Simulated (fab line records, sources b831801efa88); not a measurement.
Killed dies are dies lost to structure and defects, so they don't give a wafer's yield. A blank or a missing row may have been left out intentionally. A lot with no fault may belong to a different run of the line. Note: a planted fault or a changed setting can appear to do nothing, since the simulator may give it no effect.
Which tool did it? | flow gf180mcu | Sampling: 12 lots, 36 wafers, 4 of 602 route steps

== WHAT THE GAUGES SHOWED, per wafer ==
GF_STI_THK_MEAS_30. Usual: STI_OXIDATION_02_THK typically reads 10.12 nm, with standard deviation 0.22.
lot  | measured    | on            | STI_OXIDATION_02_THK (nm) | flag
L867 | day 2 16:34 | film metro-02 | 10.08 10.02 10.08         |
L868 | day 2 21:23 | film metro-03 | 10.36 10.44 10.34         |
L869 | day 3 02:44 | film metro-04 | 10.75 10.56 10.59         |
L870 | day 3 09:30 | film metro-03 | 10.03 10.16 10.10         |
L871 | day 3 13:27 | film metro-02 | 10.12 10.04 9.97          |
L872 | day 3 17:10 | film metro-03 | 14.43 14.23 14.34         | OFF
L875 | day 4 10:55 | film metro-03 | 14.19 14.23 14.28         | OFF
L878 | day 5 01:03 | film metro-02 | 9.88 9.95 9.96            |
L879 | day 5 04:18 | film metro-02 | 9.83 9.88 9.95            |
L881 | day 5 17:03 | film metro-03 | 9.97 9.99 10.02           |
L884 | day 6 09:09 | film metro-02 | 9.64 9.84 9.85            |
L885 | day 6 12:55 | film metro-04 | 10.19 10.14 10.23         |

GF_DUAL_GATE_OVL_MEAS_11. Usual: DUAL_GATE_OVL typically reads 0.5 nm, with standard deviation 1.5.
lot  | measured     | on         | DUAL_GATE_OVL (nm) | flag
L867 | day 8 22:08  | overlay-01 | -0.6 -0.8 -2.3     |
L868 | day 9 05:14  | overlay-01 | 2.7 2.7 1.4        |
L869 | day 9 09:09  | overlay-02 | 0.9 1.2 2.2        |
L870 | day 9 19:27  | overlay-01 | -0.2 -0.5 -0.8     |
L871 | day 10 02:40 | overlay-02 | 1.9 2.3 2.4        |
L872 | day 10 07:22 | overlay-01 | -1.2 -0.4 0.0      |
L875 | day 11 09:40 | overlay-01 | -0.1 0.6 -1.9      |
L878 | day 12 01:19 | overlay-01 | -0.4 -0.3 0.4      |
L879 | day 12 05:08 | overlay-02 | -1.7 -3.3 -0.5     |
L881 | day 12 23:16 | overlay-01 | 1.4 1.7 2.7        |
L884 | day 13 20:34 | overlay-02 | 0.7 1.4 3.3        |
L885 | day 14 06:34 | overlay-01 | 1.5 1.5 1.2        |

GF_HV_LDD_OVL_MEAS_20. Usual: HV_LDD_01_OVL typically reads -1.4 nm, with standard deviation 1.5.
lot  | measured     | on         | HV_LDD_01_OVL (nm) | flag
L867 | day 11 09:10 | overlay-01 | -0.2 0.3 0.0       |
L868 | day 11 17:14 | overlay-02 | -2.5 -2.6 -1.3     |
L869 | day 11 23:27 | overlay-02 | -1.8 -1.3 -2.0     |
L870 | day 12 09:17 | overlay-02 | -2.6 -1.7 -3.3     |
L871 | day 12 17:10 | overlay-01 | -2.7 0.3 -2.9      |
L872 | day 13 00:35 | overlay-01 | -1.4 -2.0 -2.1     |
L875 | day 14 02:43 | overlay-01 | -2.6 -2.4 -1.2     |
L878 | day 14 22:05 | overlay-01 | 0.4 0.2 -3.1       |
L879 | day 14 22:41 | overlay-02 | -0.2 -0.3 0.5      |
L881 | day 16 03:05 | overlay-02 | 1.5 0.7 1.1        |
L884 | day 16 22:26 | overlay-01 | 0.8 -1.2 -1.3      |
L885 | day 17 07:11 | overlay-02 | 0.2 -1.0 -2.4      |

== TOOL THAT RAN EACH LOT (tool first, then ch and the chambers of the sampled wafers, then the start) ==
lot  | GF_STI_OXIDATION_29
L867 | furnace-01 ch 0, day 2 15:08
L868 | furnace-02 ch 0, day 2 19:58
L869 | furnace-02 ch 0, day 3 01:20
L870 | furnace-01 ch 0, day 3 08:05
L871 | furnace-01 ch 0, day 3 12:03
L872 | furnace-02 ch 0, day 3 15:46
L875 | furnace-02 ch 0, day 4 09:31
L878 | furnace-01 ch 0, day 4 23:39
L879 | furnace-01 ch 0, day 5 02:55
L881 | furnace-01 ch 0, day 5 15:39
L884 | furnace-01 ch 0, day 6 07:46
L885 | furnace-01 ch 0, day 6 11:31
- GF_STI_OXIDATION_29: stabilise 600 s, purge 300 s, target thk 10 nm.

== WHAT THE TOOLS THEMSELVES READ (means of the sampled wafers that have a number; where no wafer has one, the mark that the record gives instead) ==
GF_STI_OXIDATION_29. Usual: spike tc bottom C 919 C, standard deviation 3.3; spike tc centre C 900.2 C, standard deviation 1.5; spike tc lower C 901.1 C, standard deviation 0.88; spike tc top C 912.7 C, standard deviation 2.1; spike tc upper C 899.6 C, standard deviation 1.1; zone power bottom pct 27.2 %, standard deviation 0.52; zone power centre pct 17.4 %, standard deviation 0.39; zone power top pct 31.1 %, standard deviation 0.77.
lot  | tool       | spike tc bottom C (C) | spike tc centre C (C) | spike tc lower C (C) | spike tc top C (C) | spike tc upper C (C) | zone power bottom pct (%) | zone power centre pct (%) | zone power top pct (%) | flag
L867 | furnace-01 | 922                   | 901.9                 | 900.4                | 911.2              | 899.0                | 26.9                      | 17.9                      | 30.6                   |
L868 | furnace-02 | 915                   | 900.1                 | 901.2                | 915.7              | 900.1                | 27.9                      | 16.8                      | 31.9                   |
L869 | furnace-02 | 917                   | 899.2                 | 900.7                | 914.9              | 900.5                | 28.0                      | 17.1                      | 32.0                   |
L870 | furnace-01 | 922                   | 901.1                 | 901.3                | 910.7              | 899.3                | 26.9                      | 17.6                      | 30.3                   |
L871 | furnace-01 | 922                   | 900.9                 | 900.1                | 911.8              | 900.2                | 26.8                      | 17.8                      | 30.7                   |
L872 | furnace-02 | 948                   | 932.1                 | 932.3                | 947.3              | 933.0                | 30.0                      | 18.5                      | 34.1                   | OFF
L875 | furnace-02 | 948                   | 932.1                 | 934.5                | 948.2              | 932.8                | 30.5                      | 18.5                      | 34.0                   | OFF
L878 | furnace-01 | 922                   | 899.9                 | 900.6                | 910.8              | 898.9                | 26.9                      | 17.9                      | 30.6                   |
L879 | furnace-01 | 921                   | 900.7                 | 901.4                | 911.4              | 899.3                | 26.8                      | 17.7                      | 30.1                   |
L881 | furnace-01 | 923                   | 901.4                 | 901.2                | 910.6              | 900.4                | 27.0                      | 17.8                      | 30.4                   |
L884 | furnace-01 | 922                   | 900.6                 | 901.0                | 911.3              | 898.2                | 26.6                      | 17.8                      | 30.5                   |
L885 | furnace-01 | 922                   | 901.5                 | 900.7                | 910.5              | 899.3                | 26.8                      | 17.9                      | 30.4                   |

== THE ANSWER, worked out from the rows above alone ==
Rule: a lot counts as off when the mean over its wafers that have a number is more than 3 standard deviations away from the usual mean. Also off: a lot with no number at a reading for which 4 or more lots have one. Any other lot the step has rows for is counted as sound. The gauges are gone through in route order, then the tools' own readings, and for those a lot's mean is taken as printed above. The first step at which some lot is off is used, and at that step the reading that is off furthest; a lot without a number counts as furthest.
Off: L872, L875, seen at GF_STI_THK_MEAS_30 (STI_OXIDATION_02_THK).
If a tool, at a process step before that reading, ran all the lots that are off and no sound lot after the first of them, it fits. Not tried: the gauges at GF_STI_THK_MEAS_30; whatever is off there is also off at GF_STI_OXIDATION_29, on other tools, and gauge error can't account for it. One candidate fits, namely furnace-02 at GF_STI_OXIDATION_29. Its last sound lot is L869 (day 3 01:20), its first lot that is off L872 (day 3 15:46): a fault that began between those two fits.
The tool's own readings at GF_STI_OXIDATION_29 bear it out: on the lots that are off they differ by more than 5 times the standard deviation of the sound lots' means. spike tc bottom C reads 948 C there against 921 C on the sound lots; spike tc centre C reads 932.1 C there against 900.7 C on the sound lots; spike tc lower C reads 933.4 C there against 900.9 C on the sound lots; spike tc top C reads 947.8 C there against 911.9 C on the sound lots; spike tc upper C reads 932.9 C there against 899.5 C on the sound lots; zone power bottom pct reads 30.2 % there against 27.1 % on the sound lots; zone power top pct reads 34.0 % there against 30.8 % on the sound lots.

== WHAT WAS PUT IN BY THE SIMULATOR ==
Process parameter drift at GF_STI_OXIDATION_29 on furnace-02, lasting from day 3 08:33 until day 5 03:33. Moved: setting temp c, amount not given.
Shown lots that were struck: L872, L875. The rule above found the same.
